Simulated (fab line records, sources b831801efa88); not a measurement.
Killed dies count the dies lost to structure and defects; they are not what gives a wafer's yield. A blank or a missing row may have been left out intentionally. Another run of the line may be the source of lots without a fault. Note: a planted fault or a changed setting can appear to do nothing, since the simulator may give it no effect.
A lot that was struck, set against a sound lot | flow gf180mcu | 16 steps out of a route of 602
Sound: the wafers L656.4, L656.5, L656.6. Struck: wafer L672.6 (left out: L672.3, L672.4 of the same lot, which were not struck); the cause appears at the end.
For every step that has rows: the tool of each side, followed by ch and its chambers, followed by its first start. Under that, the readings that differ: sound wafers | struck wafers | difference of the means | sigmas: that difference in standard deviations of wafers without a fault.
alike: a reading whose means differ by less than 2 such deviations, as well as words and numbers matching on both sides. not compared: withheld readings; readings where some wafer has no value; bounds like >300 that might hide an equal value; numbers whose values overlap and for which the record gives no deviation.
Wherever a step has rows on one side only, a row that says differs or no value, or a row with sigmas, the two part there. Numbers that don't overlap but have no deviation are shown without sigmas and don't part them. A reading that every wafer of one side lacks parts them only if that side has two wafers or more.

first, 3 steps without rows for these wafers: GF_M5_EXPOSE_04 (exposes mask Metal5, target cd 280 nm); GF_M5_PEB_05 (peb time 90 s); GF_M5_DEVELOP_06 (develop time 60 s).
GF_M5_CD_MEAS_07 targets a cd of 280 nm.
  struck on cdSem-02, day 32 06:19; sound on cdSem-02, day 27 04:56
  alike: cdNm
GF_M5_OVL_MEAS_08:
  struck on overlay-01, day 32 06:24; sound on overlay-02, day 27 05:01
  alike: M5_OVL
GF_M5_ETCH_09: etches Si3N4 in CF4/O2, target depth 52 nm, time 11.6 s.
  sound on rieDiel-04 ch 0,1,3, day 27 05:02; struck on rieDiel-02 ch 0, day 32 06:26
  alike: cf4FlowSccm, drypumpMotorCurrentA, oesProductAu, throttleValvePct
  not compared: rfHoursCounterH
GF_M5_METAL_ETCH_10: etches the open film in Cl2/BCl3, stops on SiO2, target depth 750.8 nm, time 125.1 s.
  sound on rieMetal-02 ch 0,1, day 27 05:06; struck on rieMetal-02 ch 1, day 32 06:29
  alike: drypumpMotorCurrentA, oesProductAu, throttleValvePct
  not compared: rfHoursCounterH
GF_M5_STRIP_11: strips in O2/N2.
  sound on plasmaAsher-01 ch 0,1, day 27 05:13; struck on plasmaAsher-01 ch 0, day 32 06:37
  alike: drypumpMotorCurrentA, heaterPowerW, oesProductAu, stripTimeToEndpointS
  not compared: rfHoursCounterH
then, 3 steps without rows for these wafers: GF_M5_STRIP_12 (strips in post etch residue remover, time 1200 s); GF_M5_CLEAN_13 (cleans in DIW); GF_V5_CVD_00 (deposits SiO2, target thk 300 nm, time 50 s).
GF_V5_THK_MEAS_01:
  struck on filmMetro-01, day 32 07:11; sound on filmMetro-02, day 27 05:47
  alike: V5_CVD_00_THK
GF_V5_CVD_02: deposits SiO2 from TEOS, target thk 1450 nm, time 163.28 s.
  sound on pecvd-04 ch 0,1,2, day 27 05:52; struck on pecvd-04 ch 1, day 32 07:13
reading                            | sound             | struck | difference | sigmas
rfFwdPowerW (W)                    | 596.1 599.3 599.3 | 503.2  | -95.0      | -45
model.SiO2_of_V5_CVD_02.thkNm (nm) | 1465 1473 1451    | 1425   | -38        | 
  alike: heaterPowerW
GF_V5_THK_MEAS_03:
  struck on filmMetro-02, day 32 07:21; sound on filmMetro-02, day 27 05:58
reading            | sound          | struck | difference | sigmas
V5_CVD_02_THK (nm) | 1466 1473 1451 | 1425   | -38        | -2
GF_V5_CMP_04: polishes SiO2.
  sound on cmp-02 ch 0,1,2, day 27 06:05; struck on cmp-01 ch 1, day 32 07:23
reading           | sound          | struck | difference | sigmas
motorCurrentA (A) | 12.5 12.9 13.3 | 10.3   | -2.6       | -2
GF_PASSIVATION_PROBE_99:
  rows exist in the record for the sound wafers here (prober-02, day 29 20:57), none for the struck ones

WHERE THEY PART
Last at GF_PASSIVATION_PROBE_99 as far as this record goes, first at GF_V5_CVD_02.

WHY: what the simulator had put in
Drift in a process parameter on pecvd-04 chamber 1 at GF_V5_CVD_02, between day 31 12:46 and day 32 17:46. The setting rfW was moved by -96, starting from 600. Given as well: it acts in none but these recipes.
